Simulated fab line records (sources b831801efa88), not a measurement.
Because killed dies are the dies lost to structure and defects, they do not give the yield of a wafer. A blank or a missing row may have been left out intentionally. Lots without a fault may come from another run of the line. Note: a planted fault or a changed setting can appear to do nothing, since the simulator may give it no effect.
Which tool is to blame? -- flow gf180mcu -- 13 lots with 39 wafers sampled at 5 steps, on a route of 602 steps

WHAT THE GAUGES SHOWED, per wafer
GF_V4_THK_MEAS_03.
lot,measured,on,V4_CVD_02_THK (nm)
L104,day 23 18:43,film metro-01,841 840 848
L105,day 24 03:24,film metro-03,860 855 868
L106,day 24 15:38,film metro-01,826 825 858
L107,day 24 21:56,film metro-03,834 868 859
L108,day 25 06:55,film metro-01,830 847 856
L111,day 26 05:34,film metro-03,848 833 859
L112,day 26 18:24,film metro-03,863 857 864
L113,day 26 21:32,film metro-02,831 847 850
L116,day 27 20:01,film metro-01,827 840 843
L117,day 28 00:58,film metro-02,852 855 863
L124,day 30 02:18,film metro-02,849 845 852
L125,day 30 05:02,film metro-03,846 849 851
L126,day 30 19:04,film metro-03,856 844 852

GF_V4_CD_MEAS_14: the cd target is 260 nm.
lot,measured,on,cd nm (nm)
L104,day 24 16:56,cd sem-02,263.0 261.6 261.7
L105,day 25 01:55,cd sem-01,261.8 260.5 260.7
L106,day 25 13:01,cd sem-01,257.7 259.8 258.8
L107,day 25 20:19,cd sem-01,261.0 260.0 259.3
L108,day 26 03:36,cd sem-01,260.5 260.3 260.2
L111,day 27 02:50,cd sem-02,236.7 237.6 237.5 236.7 237.6 237.3
L112,day 27 15:16,cd sem-01,247.3 248.1 246.6 246.9 247.8 246.4
L113,day 27 18:45,cd sem-01,245.8 246.4 246.1 245.6 246.1 246.0
L116,day 28 16:15,cd sem-01,259.9 258.8 258.7
L117,day 28 20:43,cd sem-01,259.5 260.1 259.0
L124,day 30 20:28,cd sem-01,260.0 260.9 261.9
L125,day 30 23:14,cd sem-01,259.2 259.0 259.6
L126,day 31 13:02,cd sem-01,259.2 259.0 258.8

TOOL THAT RAN EACH LOT (tool first, then ch and the chambers of the sampled wafers, then the start)
lot,GF_V3_CMP_26,GF_V4_CVD_02,GF_V4_EXPOSE_11
L104,"cmp-02 ch 0,3, day 22 18:55","pecvd-03 ch 1,2, day 23 18:38","krf scanner-02 ch 0, day 24 06:32"
L105,"cmp-02 ch 0,1,2, day 23 03:32","pecvd-02 ch 0,2, day 24 03:20","krf scanner-02 ch 0, day 24 15:19"
L106,"cmp-02 ch 0,2,3, day 23 15:27","pecvd-01 ch 0,2, day 24 15:32","krf scanner-02 ch 0, day 25 02:40"
L107,"cmp-01 ch 1,2,3, day 23 22:17","pecvd-03 ch 0,2, day 24 21:51","krf scanner-01 ch 0, day 25 10:07"
L108,"cmp-01 ch 0,2, day 24 07:35","pecvd-02 ch 0,1,2, day 25 06:50","krf scanner-01 ch 0, day 25 17:31"
L111,"cmp-02 ch 0,1,3, day 25 07:44","pecvd-01 ch 0,1,2, day 26 05:30","krf scanner-01 ch 0, day 26 16:44"
L112,"cmp-02 ch 0,1,2, day 25 19:59","pecvd-01 ch 0,1,2, day 26 18:20","krf scanner-01 ch 0, day 27 05:27"
L113,"cmp-02 ch 0,1,3, day 25 23:38","pecvd-01 ch 0,2, day 26 21:28","krf scanner-01 ch 0, day 27 08:45"
L116,"cmp-02 ch 1,2,3, day 26 22:08","pecvd-01 ch 0,2, day 27 19:55","krf scanner-02 ch 0, day 28 06:33"
L117,"cmp-01 ch 0,2,3, day 27 03:16","pecvd-02 ch 0,1, day 28 00:53","krf scanner-02 ch 0, day 28 11:21"
L124,"cmp-02 ch 0,2,3, day 29 05:16","pecvd-02 ch 0,1,2, day 30 02:14","krf scanner-02 ch 0, day 30 12:02"
L125,"cmp-02 ch 0,2, day 29 09:29","pecvd-03 ch 0,1, day 30 04:57","krf scanner-02 ch 0, day 30 14:23"
L126,"cmp-02 ch 0,1,3, day 29 23:20","pecvd-03 ch 0,1,2, day 30 19:00","krf scanner-02 ch 0, day 31 04:38"
- GF_V3_CMP_26: polishes, stops on SiO2, t overpolish 15 s, target thk 0 nm.
- GF_V4_CVD_02: deposits SiO2 from TEOS, target thk 850 nm, time 94.851 s.
- GF_V4_EXPOSE_11: exposes mask Via4, target cd 260 nm.

AS READ BY THE TOOLS THEMSELVES (means over the sampled wafers that have a number; for cases with no such wafer, the mark the record gives instead)
GF_V3_CMP_26.
lot,tool,motor current A (A),overpolish run s (s),time to endpoint s (s)
L104,cmp-02,10.6,15.002,88.4
L105,cmp-02,10.6,15.001,84.1
L106,cmp-02,10.8,15.006,86.1
L107,cmp-01,10.9,15.005,86.5
L108,cmp-01,10.8,15.003,85.9
L111,cmp-02,10.7,14.997,86.5
L112,cmp-02,10.8,14.998,83.4
L113,cmp-02,10.6,15.003,85.7
L116,cmp-02,10.4,15.006,85.9
L117,cmp-01,11.1,14.993,87.2
L124,cmp-02,10.7,15.000,86.6
L125,cmp-02,11.0,14.998,85.2
L126,cmp-02,10.7,15.000,84.1

GF_V4_CVD_02.
lot,tool,heater power w (W)
L104,pecvd-03,688
L105,pecvd-02,747
L106,pecvd-01,683
L107,pecvd-03,643
L108,pecvd-02,671
L111,pecvd-01,677
L112,pecvd-01,641
L113,pecvd-01,657
L116,pecvd-01,578
L117,pecvd-02,632
L124,pecvd-02,727
L125,pecvd-03,744
L126,pecvd-03,714

GF_V4_EXPOSE_11.
lot,tool,exposure dose mJ cm2
L104,krf scanner-02,38.00
L105,krf scanner-02,38.04
L106,krf scanner-02,38.03
L107,krf scanner-01,37.96
L108,krf scanner-01,37.96
L111,krf scanner-01,33.24
L112,krf scanner-01,34.92
L113,krf scanner-01,34.91
L116,krf scanner-02,38.00
L117,krf scanner-02,38.00
L124,krf scanner-02,38.02
L125,krf scanner-02,38.04
L126,krf scanner-02,38.04

THE ANSWER, worked out from the rows above alone
Rule: the lots themselves supply what counts as usual. Put in order of their means at a reading, lots are off if they are a third of the lots or fewer, leave a main group of 4 or more, and stand apart from it by a gap of 3 or more times the standard deviation of the main group's means; of several such gaps the widest counts. The tables above print the reading to a certain number of digits; a main group whose means all agree to those digits is not used. A lot without any number at a reading at which 4 lots or more have one is off too. The other lots that the step has rows for count as sound. First the gauges in route order, then the tools' own readings, where a lot's mean is used as printed above. At the first step where some lot is off, the reading lying furthest off is the one used; lots without a number count as furthest.
Off at GF_V4_CD_MEAS_14 (cd nm): L111, L112, L113. For the main group the mean is 260.0 nm and the standard deviation 1.
A tool fits if, at a process step before that reading, it ran every lot that is off, and no sound lot after the first of them. The gauges at GF_V4_CD_MEAS_14 aren't tried: what is off there is off at GF_V4_EXPOSE_11 too, on other tools, and a gauge's error can't cause that. One fits: GF_V4_EXPOSE_11 on krf scanner-01. Its last sound lot is L108 (day 25 17:31), its first lot that is off L111 (day 26 16:44): a fault that began between those two fits.
On the lots that are off, the tool's own readings at GF_V4_EXPOSE_11 differ by more than 5 times the standard deviation of the sound lots' means, which bears it out; exposure dose mJ cm2 reads 34.36 there versus 38.01 on the sound lots.

WHAT THE SIMULATOR HAD PUT IN
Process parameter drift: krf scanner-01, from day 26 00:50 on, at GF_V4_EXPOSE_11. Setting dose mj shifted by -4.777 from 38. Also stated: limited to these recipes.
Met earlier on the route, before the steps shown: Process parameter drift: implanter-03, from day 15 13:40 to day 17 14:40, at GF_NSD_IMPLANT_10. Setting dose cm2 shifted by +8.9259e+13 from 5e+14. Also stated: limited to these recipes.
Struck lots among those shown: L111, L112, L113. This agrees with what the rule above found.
